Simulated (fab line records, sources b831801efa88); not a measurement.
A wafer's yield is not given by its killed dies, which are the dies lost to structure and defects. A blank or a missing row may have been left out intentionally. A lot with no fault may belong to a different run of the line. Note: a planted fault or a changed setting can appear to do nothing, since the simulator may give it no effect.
fab line records	flow sfqLine
record: lots: 14	wafers: 42	lastDay: 85
route steps=325 shown I3@133 A5B@211 M8@325
lots untouched by any fault: they come from a run of this same line in which no faults occurred
startH: hours from the record's opening day to when the first of the lot's shown wafers began	waitH: hours since the lot's step before	" repeats the value in the row above	L1.1+2: a row that stands for several wafers	- either no value or no given start	* or withheld: withheld	< > ~ a bound
route shown NAME@n: names a module that has steps shown in the file, with the first one's number in the route	usual: mean/standard deviation taken from wafers without a fault	same: alike in all rows	chamber/n: place in a boat	sites: the reading at each site	_std_site: their standard deviation	_edge_site: the outer-site mean with the inner-site mean subtracted	radiusMm: how far each site lies from the wafer's centre	mask NAME#n: copy n	behind: the last tool/chamber to shape the wafer	hold: reason for holding the lot/hours on hold/outcome of the hold	device: which transistor (n, p or np) failed to switch	end of line: the same wafers' tests at the end of the route	for a step that has no rows: nothing shown but its recipe	killed: at the first sort, the dies lost to defects and structure; wafer yield is something else	map: a wafer's dies, x killed, . not, _ none there
set.NAME: setting as actually run; set.NAME@STEP: the setting as run at that earlier step	model.NAME: the simulator's own value behind a step, which no gauge read
the route's steps for a sample of lots (tables are steps, rows are wafers)
services: from which hour (startH, from the record's first day; less than 0 if before it) a tool's chamber was out of use, for how many hours, and why
== steps ==
step: SFQ_TRILAYER_I3_DEP_PECVD_081
recipe: material: SiO2	tempC: 150	timeS: 111.11	pressureTorr: 2.4	rfW: 183.3	precursor: SiH4/N2O	targetThkNm: 500
usual: heaterPowerW: 83/15	rfFwdPowerW: 182.3/0.58	throttleValvePct: 25.0/2
lot.wafer	tool	chamber	startH	waitH	heaterPowerW	rfFwdPowerW	throttleValvePct
L207.2	pecvd-04	1	1026.38	0.0	69	181.7	26.6
L207.3	"	0	"	"	85	182.9	24.6
L207.4	"	0	"	"	85	182.7	24.7
L209.2	pecvd-01	0	1039.58	0.0	82	181.4	28.1
L209.3	"	2	"	"	59	181.6	25.1
L209.5	"	2	"	"	65	181.3	25.1
L210.2	pecvd-01	1	1074.65	0.0	72	182.6	23.4
L210.4	"	1	"	"	76	182.8	23.4
L210.6	"	2	"	"	71	182.7	25.1
L211.4	pecvd-04	0	1076.15	0.0	87	183.8	24.9
L211.5	"	1	"	"	67	182.0	26.9
L211.6	"	2	"	"	106	181.6	26.6
L212.2	pecvd-02	2	1077.84	0.0	100	180.9	21.8
L212.3	"	1	"	"	91	183.2	22.2
L212.6	"	0	"	"	102	182.3	23.4
L214.1	pecvd-04	0	1087.85	0.0	72	182.2	24.7
L214.3	"	2	"	"	104	182.0	26.4
L214.4	"	2	"	"	105	182.7	26.6
L215.2	pecvd-04	2	1101.05	0.0	99	182.2	26.6
L215.4	"	0	"	"	84	182.7	24.7
L215.6	"	2	"	"	105	181.9	26.7
L216.3	pecvd-02	2	1114.94	0.0	87	181.7	21.7
L216.4	"	2	"	"	92	182.0	21.6
L216.5	"	1	"	"	91	181.8	22.0
L222.3	pecvd-01	0	1145.84	0.0	72	182.6	28.0
L222.4	"	0	"	"	73	182.7	28.2
L222.6	"	1	"	"	79	183.0	23.6
L223.2	pecvd-01	0	1149.44	0.0	76	181.9	28.5
L223.4	"	1	"	"	72	182.2	23.5
L223.5	"	0	"	"	76	181.3	28.4
L226.2	pecvd-04	2	1161.44	0.0	102	182.2	26.4
L226.3	"	0	"	"	77	182.3	24.8
L226.6	"	0	"	"	80	181.9	24.8
L227.1	pecvd-02	1	1162.81	0.0	99	182.9	22.3
L227.2	"	0	"	"	100	182.4	23.6
L227.3	"	2	"	"	87	181.8	21.9
L228.4	pecvd-01	1	1164.05	0.0	81	182.3	23.5
L228.5	"	2	"	"	71	181.8	25.3
L228.6	"	0	"	"	77	182.8	28.0
L229.1	pecvd-04	2	1167.61	0.0	107	182.7	26.7
L229.5	"	1	"	"	66	182.7	26.7
L229.6	"	2	"	"	109	182.3	26.6
step: SFQ_TRILAYER_I3_CMP_CMP_082
recipe: material: SiO2	downForcePsi: 3	platenRpm: 60.58	padVelocityMS: 0.94248
usual: motorCurrentA: 10.1/0.73	slurryFlowMlMin: 150.0/0.47	timeToEndpointS: 213/8.8
lot.wafer	tool	chamber	startH	waitH	motorCurrentA	slurryFlowMlMin	timeToEndpointS
L207.4	cmp-01	2	1026.96	0.5	10.1	149.5	208
L207.3	"	3	"	"	9.6	149.3	211
L207.2	"	0	"	"	10.9	150.5	208
L209.2	cmp-01	2	1045.46	5.8	10.4	149.7	206
L209.3	"	3	"	"	9.9	150.1	213
L209.5	"	0	"	"	10.6	150.1	206
L210.2	cmp-01	1	1078.03	3.3	10.0	150.0	215
L210.4	"	2	"	"	10.5	150.1	215
L210.6	"	1	1080.03	5.3	10.3	149.3	210
L211.4	cmp-01	0	1081.53	5.3	10.6	149.2	213
L211.5	"	2	1082.53	6.3	10.4	150.2	208
L211.6	"	3	"	"	9.5	150.7	216
L212.3	cmp-02	1	1081.93	4.1	8.8	149.6	220
L212.2	"	0	1083.43	5.6	10.1	150.7	215
L212.6	"	2	1084.43	6.5	8.9	149.8	223
L214.1	cmp-01	1	1089.53	1.6	10.2	150.5	209
L214.4	"	2	"	"	10.4	149.5	216
L214.3	"	0	1091.03	3.1	11.4	150.3	205
L215.4	cmp-01	2	1103.55	2.4	10.2	149.4	211
L215.2	"	3	"	"	10.3	149.2	220
L215.6	"	1	1105.05	3.9	10.3	150.5	219
L216.3	cmp-01	0	1118.28	3.3	11.1	149.7	195
L216.4	"	3	1119.78	4.8	9.9	150.1	212
L216.5	"	1	1120.78	5.8	10.5	150.0	205
L222.4	cmp-02	0	1149.78	3.9	9.9	150.3	228
L222.3	"	3	1151.28	5.4	10.0	149.4	213
L222.6	"	1	1152.28	6.4	9.1	149.9	236
L223.4	cmp-02	2	1156.78	7.3	8.9	150.2	237
L223.2	"	3	"	"	10.2	149.9	224
L223.5	"	1	1158.28	8.8	9.2	149.6	234
L226.3	cmp-01	1	1169.78	8.3	10.5	149.8	176
L226.2	"	3	1170.78	9.3	9.6	150.5	198
L226.6	"	0	"	"	10.9	149.2	200
L227.2	cmp-02	3	1171.28	8.4	10.4	150.0	208
L227.1	"	0	"	"	10.0	149.8	209
L227.3	"	1	"	"	9.4	150.1	220
L228.4	cmp-01	3	1173.78	9.7	9.9	149.8	216
L228.6	"	0	"	"	10.9	149.9	205
L228.5	"	1	"	"	10.0	150.3	193
L229.1	cmp-02	1	1177.51	9.9	9.1	149.8	215
L229.6	"	0	1179.01	11.3	10.2	149.8	227
L229.5	"	1	"	"	9.1	149.5	228
step: SFQ_I3_BOW_MEAS_922
recipe: mode: bow
usual: I3_BOW: 3/7.6
lot.wafer	tool	chamber	startH	waitH	I3_BOW[um]
L207.2	filmMetro-01	-	1029.48	1.0	-2
L207.3	"	-	"	"	-6
L207.4	"	-	"	"	-12
L209.2	filmMetro-02	-	1047.48	1.5	19
L209.3	"	-	"	"	8
L209.5	"	-	"	"	21
L210.2	filmMetro-01	-	1080.55	2.0	3
L210.4	"	-	"	"	6
L210.6	"	-	"	"	-9
L211.4	filmMetro-04	-	1083.59	1.6	9
L211.5	"	-	"	"	0
L211.6	"	-	"	"	10
L212.2	filmMetro-02	-	1084.95	1.0	17
L212.3	"	-	"	"	14
L212.6	"	-	"	"	17
L214.1	filmMetro-04	-	1092.53	2.5	14
L214.3	"	-	"	"	2
L214.4	"	-	"	"	14
L215.2	filmMetro-01	-	1106.07	1.5	13
L215.4	"	-	"	"	-3
L215.6	"	-	"	"	7
L216.3	filmMetro-01	-	1121.32	2.5	4
L216.4	"	-	"	"	1
L216.5	"	-	"	"	11
L222.3	filmMetro-01	-	1152.82	1.0	9
L222.4	"	-	"	"	13
L222.6	"	-	"	"	3
L223.2	filmMetro-04	-	1158.80	1.0	6
L223.4	"	-	"	"	-1
L223.5	"	-	"	"	-7
L226.2	filmMetro-02	-	1172.30	1.0	0
L226.3	"	-	"	"	4
L226.6	"	-	"	"	-1
L226.2	filmMetro-02	-	1173.62	1.3	-
L226.3	"	-	"	"	-
L226.6	"	-	"	"	-
L227.1	filmMetro-04	-	1173.78	1.5	5
L227.2	"	-	"	"	8
L227.3	"	-	"	"	-4
L228.4	filmMetro-02	-	1175.34	1.1	11
L228.5	"	-	"	"	-6
L228.6	"	-	"	"	-2
L228.4	filmMetro-02	-	1176.66	1.3	-
L228.5	"	-	"	"	-
L228.6	"	-	"	"	-
L229.1	filmMetro-02	-	1180.01	2.0	2
L229.5	"	-	"	"	1
L229.6	"	-	"	"	2
step: SFQ_TRILAYER_I3_METRO_MEASURE_083
usual: thkNm: 200.1/1.1
lot.wafer	tool	chamber	startH	waitH	thkNm
L207.2	filmMetro-01	-	1029.78	0.3	199.6
L207.3	"	-	"	"	200.9
L207.4	"	-	"	"	198.8
L209.2	filmMetro-02	-	1047.78	0.3	198.4
L209.3	"	-	"	"	201.4
L209.5	"	-	"	"	200.0
L210.2	filmMetro-01	-	1080.85	0.3	199.1
L210.4	"	-	"	"	200.8
L210.6	"	-	"	"	199.7
L211.4	filmMetro-04	-	1084.25	0.6	199.3
L211.5	"	-	"	"	199.7
L211.6	"	-	"	"	200.9
L212.2	filmMetro-02	-	1085.25	0.3	199.8
L212.3	"	-	"	"	201.4
L212.6	"	-	"	"	200.2
L214.1	filmMetro-04	-	1092.65	0.1	200.0
L214.3	"	-	"	"	199.7
L214.4	"	-	"	"	199.0
L215.2	filmMetro-01	-	1106.37	0.3	199.3
L215.4	"	-	"	"	197.0
L215.6	"	-	"	"	198.2
L216.3	filmMetro-01	-	1121.80	0.5	201.4
L216.4	"	-	"	"	200.8
L216.5	"	-	"	"	201.0
L222.3	filmMetro-01	-	1153.30	0.5	200.5
L222.4	"	-	"	"	200.7
L222.6	"	-	"	"	200.8
L223.2	filmMetro-04	-	1159.10	0.3	200.1
L223.4	"	-	"	"	201.2
L223.5	"	-	"	"	200.7
L227.1	filmMetro-04	-	1173.90	0.1	201.7
L227.2	"	-	"	"	199.4
L227.3	"	-	"	"	201.1
L226.2	filmMetro-02	-	1177.82	4.2	200.3
L226.3	"	-	"	"	219.0
L226.6	"	-	"	"	199.4
L226.2	filmMetro-02	-	1179.18	1.2	200.3
L226.3	"	-	"	"	218.8
L226.6	"	-	"	"	199.7
L228.4	filmMetro-02	-	1179.50	2.8	199.8
L228.5	"	-	"	"	219.4
L228.6	"	-	"	"	198.9
L228.4	filmMetro-02	-	1181.93	2.2	199.7
L228.5	"	-	"	"	219.5
L228.6	"	-	"	"	198.8
L229.1	filmMetro-02	-	1180.13	0.1	201.4
L229.5	"	-	"	"	202.1
L229.6	"	-	"	"	202.3
step: SFQ_TRILAYER_I3_VIA_ETCH_VIA_ETCH_088
recipe: target: SiO2	stopOn: Nb	maskMaterial: PR	taperDeg: 20	chemistry: CHF3	targetDepthNm: 260	sourceW: 500	biasW: 80	pressureMtorr: 30	timeS: withheld
usual: drypumpMotorCurrentA: 5.7/0.45	oesProductAu: 0.855/0.0054	rfFwdPowerW: 498.3/1.5
lot.wafer	tool	chamber	startH	waitH	drypumpMotorCurrentA	oesProductAu	rfFwdPowerW
L207.2	rieDiel-03	0	1033.10	0.0	5.8	0.859	500.5
L207.3	"	1	"	"	6.0	0.861	500.3
L207.4	"	3	"	"	5.9	0.837	499.9
L209.2	rieDiel-03	3	1057.93	0.0	5.9	0.845	495.2
L209.3	"	2	"	"	5.7	0.865	499.7
L209.5	"	2	"	"	5.7	0.852	502.1
L210.2	rieDiel-04	1	1221.74	0.0	6.2	0.849	497.9
L210.4	"	3	"	"	6.3	0.860	496.1
L210.6	"	0	"	"	6.0	0.855	498.8
L211.4	rieDiel-03	1	1223.00	0.1	6.0	0.857	498.6
L211.5	"	0	"	"	5.8	0.858	499.8
L211.6	"	2	"	"	5.7	0.854	496.9
L212.2	rieDiel-01	2	1224.14	0.0	5.1	0.854	497.0
L212.3	"	1	"	"	5.1	0.859	499.1
L212.6	"	0	"	"	5.8	0.852	501.0
L214.1	rieDiel-04	2	1228.95	0.0	5.0	0.853	498.0
L214.3	"	3	"	"	6.3	0.853	498.7
L214.4	"	1	"	"	6.2	0.854	497.5
L215.2	rieDiel-04	2	1237.35	0.0	5.0	0.860	498.5
L215.4	"	0	"	"	6.0	0.845	496.0
L215.6	"	1	"	"	6.2	0.852	499.1
L216.3	rieDiel-04	3	1249.35	0.0	6.3	0.856	499.3
L216.4	"	2	"	"	5.0	0.849	500.3
L216.5	"	2	"	"	5.0	0.866	498.5
L222.3	rieDiel-04	1	1276.67	0.0	6.2	0.857	495.9
L222.4	"	3	"	"	6.3	0.851	497.5
L222.6	"	2	"	"	5.0	0.861	495.9
L223.2	rieDiel-03	3	1283.87	0.0	5.9	0.853	497.3
L223.4	"	1	"	"	6.0	0.856	499.6
L223.5	"	0	"	"	5.8	0.860	499.7
L226.2	rieDiel-01	2	1295.87	0.0	5.1	0.853	499.8
L226.3	"	3	"	"	5.1	0.906	497.6
L226.6	"	2	"	"	5.1	0.854	497.6
L227.1	rieDiel-03	0	1297.07	0.0	5.8	0.855	496.5
L227.2	"	2	"	"	5.7	0.851	498.5
L227.3	"	1	"	"	6.0	0.856	498.2
L228.4	rieDiel-01	2	1299.47	0.0	5.1	0.849	498.4
L228.5	"	1	"	"	5.1	0.903	498.4
L228.6	"	2	"	"	5.1	0.848	498.5
L229.1	rieDiel-01	2	1304.27	0.0	5.1	0.859	497.0
L229.5	"	1	"	"	5.1	0.857	498.7
L229.6	"	2	"	"	5.1	0.865	497.0
step: SFQ_TRILAYER_A5B_METRO_MEASURE_131
usual: thkNm: 340/6.6
lot.wafer	tool	chamber	startH	waitH	thkNm
L207.2	filmMetro-01	-	1220.48	2.7	333
L207.3	"	-	"	"	331
L207.4	"	-	"	"	329
L209.2	filmMetro-01	-	1226.48	1.2	341
L209.3	"	-	"	"	342
L209.5	"	-	"	"	341
L210.2	filmMetro-02	-	1381.12	2.2	351
L210.4	"	-	"	"	350
L210.6	"	-	"	"	348
L211.4	filmMetro-04	-	1382.95	1.6	333
L211.5	"	-	"	"	341
L211.6	"	-	"	"	340
L212.2	filmMetro-01	-	1385.92	2.2	352
L212.3	"	-	"	"	349
L212.6	"	-	"	"	354
L214.1	filmMetro-02	-	1392.32	1.5	337
L214.3	"	-	"	"	336
L214.4	"	-	"	"	335
L215.2	filmMetro-02	-	1398.10	1.7	334
L215.4	"	-	"	"	335
L215.6	"	-	"	"	331
L216.3	filmMetro-02	-	1403.10	1.9	331
L216.4	"	-	"	"	332
L216.5	"	-	"	"	340
L222.3	filmMetro-04	-	1424.05	2.9	332
L222.4	"	-	"	"	337
L222.6	"	-	"	"	335
L223.2	filmMetro-04	-	1428.05	1.2	330
L223.4	"	-	"	"	336
L223.5	"	-	"	"	324
L226.2	filmMetro-02	-	1451.43	2.7	338
L226.3	"	-	"	"	334
L226.6	"	-	"	"	327
L227.1	filmMetro-01	-	1454.02	2.0	338
L227.2	"	-	"	"	345
L227.3	"	-	"	"	338
L228.4	filmMetro-01	-	1460.62	2.1	343
L228.5	"	-	"	"	339
L228.6	"	-	"	"	339
L229.1	filmMetro-04	-	1463.02	1.5	335
L229.5	"	-	"	"	345
L229.6	"	-	"	"	348
step: SFQ_M8_BOW_MEAS_951
recipe: mode: bow
usual: M8_BOW: 10/9.7
lot.wafer	tool	chamber	startH	waitH	M8_BOW[um]
L207.2	filmMetro-03	-	1892.57	0.0	8
L207.3	"	-	"	"	3
L207.4	"	-	"	"	-1
L209.2	filmMetro-01	-	1896.17	0.0	26
L209.3	"	-	"	"	16
L209.5	"	-	"	"	28
L210.2	filmMetro-04	-	1933.62	0.0	5
L210.4	"	-	"	"	9
L210.6	"	-	"	"	-7
L211.4	filmMetro-03	-	1936.16	0.1	27
L211.5	"	-	"	"	16
L211.6	"	-	"	"	26
L212.2	filmMetro-03	-	1947.34	0.0	11
L212.3	"	-	"	"	6
L212.6	"	-	"	"	9
L214.1	filmMetro-01	-	1971.34	0.0	16
L214.3	"	-	"	"	4
L214.4	"	-	"	"	14
L215.2	filmMetro-03	-	1972.54	0.0	27
L215.4	"	-	"	"	12
L215.6	"	-	"	"	21
L216.3	filmMetro-03	-	1984.96	0.0	11
L216.4	"	-	"	"	7
L216.5	"	-	"	"	17
L222.3	filmMetro-04	-	2011.14	0.0	21
L222.4	"	-	"	"	24
L222.6	"	-	"	"	14
L223.2	filmMetro-03	-	2012.42	0.0	19
L223.4	"	-	"	"	10
L223.5	"	-	"	"	5
L226.2	filmMetro-01	-	2023.23	0.0	-6
L226.3	"	-	"	"	0
L226.6	"	-	"	"	-5
L227.1	filmMetro-03	-	2025.63	0.0	16
L227.2	"	-	"	"	18
L227.3	"	-	"	"	6
L228.4	filmMetro-03	-	2042.52	0.1	11
L228.5	"	-	"	"	-7
L228.6	"	-	"	"	-3
L229.1	filmMetro-01	-	2047.25	0.0	-1
L229.5	"	-	"	"	-1
L229.6	"	-	"	"	-1
== services ==
tool	chamber	startH	hours	kind
filmMetro-01	-	1026.54	0.2	pm
filmMetro-04	-	1040.55	0.8	pm
filmMetro-04	-	1079.31	0.8	pm
filmMetro-02	-	1122.43	0.5	pm
filmMetro-01	-	1132.31	0.6	pm
filmMetro-01	-	1137.60	1.0	pm
filmMetro-02	-	1148.89	1.4	pm
filmMetro-01	-	1170.98	7.0	pm
filmMetro-04	-	1195.97	1.4	pm
filmMetro-02	-	1202.65	0.5	pm
cmp-01	-	1258.15	4.0	pm
filmMetro-02	-	1270.62	0.5	pm
filmMetro-01	-	1271.54	0.4	pm
filmMetro-02	-	1305.64	1.9	pm
cmp-01	-	1333.60	2.0	repair
cmp-01	-	1354.46	2.7	repair
cmp-01	-	1357.15	4.2	pm
filmMetro-02	-	1367.43	0.2	pm
filmMetro-01	-	1378.29	0.3	pm
filmMetro-01	-	1381.89	0.5	pm
filmMetro-02	-	1393.89	0.4	pm
filmMetro-01	-	1397.76	0.4	pm
cmp-01	-	1427.85	8.4	pm
filmMetro-02	-	1447.65	0.9	pm
== key ==
firstSign: step: SFQ_I3_BOW_MEAS_922	reading: visit	direction: added
effect: step: SFQ_TRILAYER_I3_METRO_MEASURE_083	reading: visit	direction: added
effect: step: SFQ_TRILAYER_I3_METRO_MEASURE_083	reading: thkNm	direction: up	sigmas: 18	usual: 200.1	struck: 219.2
effect: step: SFQ_TRILAYER_I3_VIA_ETCH_VIA_ETCH_088	reading: oesProductAu	direction: up	sigmas: 9.1	usual: 0.855	struck: 0.904
metAt SFQ_TRILAYER_I3_CMP_CMP_082
struckLots L226,L228
struckWafers L226.3,L228.5
notActingAt SFQ_TRILAYER_I3_DEP_PECVD_081,SFQ_TRILAYER_A5B_METRO_MEASURE_131,SFQ_M8_BOW_MEAS_951
onsetBetween 1118.28 1169.78
fault: kind: processParameterDrift	tool: cmp-01	chamber: 1	onsetH: 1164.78	steps: SFQ_TRILAYER_I3_CMP_CMP_082	channel: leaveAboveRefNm	offset: 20	shape: step	endH: 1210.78	actsIn: theseRecipesOnly	stated: 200
